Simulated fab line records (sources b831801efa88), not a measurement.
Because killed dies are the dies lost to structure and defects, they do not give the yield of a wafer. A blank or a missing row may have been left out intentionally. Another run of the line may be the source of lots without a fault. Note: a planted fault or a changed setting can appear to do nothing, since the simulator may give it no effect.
Which tool was responsible? | flow gf180mcu | 6 lots with 18 wafers sampled at 3 steps, on a route of 602 steps

## WHAT THE GAUGES SHOWED, per wafer
GF_HV_LDD_CD_MEAS_07 targets a cd of 400 nm.
lot  | measured     | on        | cd nm (nm)
L937 | day 10 09:38 | cd sem-01 | 401.4 402.7 403.3
L939 | day 10 22:46 | cd sem-01 | 396.4 398.1 400.0
L941 | day 11 14:11 | cd sem-01 | 399.1 399.8 399.7
L947 | day 13 06:30 | cd sem-02 | 399.0 402.5 401.9
L951 | day 14 12:31 | cd sem-02 | 403.2 403.7 402.3
L953 | day 15 08:59 | cd sem-02 | 400.1 399.2 401.4

## WHAT TOOL EACH LOT RAN ON (gives the tool, then ch and the chambers of the sampled wafers, and finally the start)
lot  | GF_VT_IMPLANT_COAT_13             | GF_VT_IMPLANT_STRIP_20
L937 | litho track-02 ch 0, day 6 05:35  | plasma asher-01 ch 0, day 6 13:00
L939 | litho track-02 ch 0, day 6 18:30  | plasma asher-04 ch 0,1, day 7 02:42
L941 | litho track-01 ch 0, day 7 05:29  | plasma asher-03 ch 0,1, day 7 13:33
L947 | litho track-02 ch 0, day 8 17:15  | plasma asher-04 ch 0,1, day 9 01:33
L951 | litho track-01 ch 0, day 9 17:10  | plasma asher-01 ch 0,1, day 10 02:47
L953 | litho track-01 ch 0, day 10 09:56 | plasma asher-04 ch 0,1, day 10 19:38
- GF_VT_IMPLANT_COAT_13: resist thk 1000 nm.
- GF_VT_IMPLANT_STRIP_20: strips in O2/N2.

## THE ANSWER, worked out from the rows above alone
Rule: the lots themselves supply what counts as usual. Put in order of their means at a reading, lots are off if they are a third of the lots or fewer, leave a main group of 4 or more, and stand apart from it by a gap of 3 or more times the standard deviation of the main group's means; of several such gaps the widest counts. A main group whose means are all the same, to the digits that the tables above print for the reading, isn't used. A lot without any number at a reading at which 4 lots or more have one is off too. Where the step has rows for the other lots, those lots are counted as sound.
No lot is off at any reading shown: from this, nothing can be told.

## WHAT WAS PUT IN BY THE SIMULATOR
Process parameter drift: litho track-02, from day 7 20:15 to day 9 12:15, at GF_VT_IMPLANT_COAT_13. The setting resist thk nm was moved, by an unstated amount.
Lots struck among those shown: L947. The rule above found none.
